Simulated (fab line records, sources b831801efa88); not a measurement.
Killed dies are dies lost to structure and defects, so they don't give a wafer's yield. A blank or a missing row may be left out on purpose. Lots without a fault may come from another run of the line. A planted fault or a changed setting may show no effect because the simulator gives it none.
Chamber matching | flow gf180mcu | GF_V3_CMP_04 on cmp-02: 4 sister chambers
The step polishes SiO2. 4 wafers are shown with their chamber, then 12 later ones without.

WAFERS WITH THEIR CHAMBER
wafer  | chamber | motor_current_A (A)
L081.2 | 3       | 11.5
L081.3 | 1       | 11.1
L082.1 | 0       | 12.4
L082.5 | 2       | 15.1

WAFERS WITHOUT THEIR CHAMBER
wafer  | motor_current_A (A)
L083.3 | 15.2
L083.4 | 12.3
L083.6 | 11.0
L084.2 | 11.3
L084.3 | 11.6
L084.5 | 14.4
L087.2 | 12.0
L087.3 | 14.2
L087.5 | 11.5
L097.2 | 13.7
L097.4 | 11.5
L097.5 | 11.2

WHICH CHAMBER EACH WENT THROUGH
wafer  | from the rows above          | in truth
L083.3 | 2                            | 2
L083.4 | can't be placed: 0 or 3      | 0
L083.6 | can't be placed: 1 or 3      | 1
L084.2 | can't be placed: 3 or 1 or 0 | 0
L084.3 | can't be placed: 3 or 1 or 0 | 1
L084.5 | 2                            | 2
L087.2 | can't be placed: 0 or 3 or 1 | 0
L087.3 | can't be placed: 2 or 0      | 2
L087.5 | can't be placed: 3 or 1 or 0 | 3
L097.2 | can't be placed: 0 or 2 or 3 | 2
L097.4 | can't be placed: 3 or 1 or 0 | 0
L097.5 | can't be placed: 1 or 3      | 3
Placed correctly: 2 of 12. Can't be placed from these rows: 10 (the true chamber is among the candidates in 10). Placed wrongly: 0.
How it was worked out, from the rows above alone: a wafer's distance from a chamber is the root of the sum, over the readings, of the square of ((its reading less the chamber's mean) divided by the reading's scatter). The wafer belongs to the nearest chamber; if the next one is less than 2 further off, it can't be placed. A chamber's mean is the mean of its shown wafers. The scatter: with one shown wafer a chamber, the root of the mean of the squares of how far each hidden wafer lies from its nearest shown one.
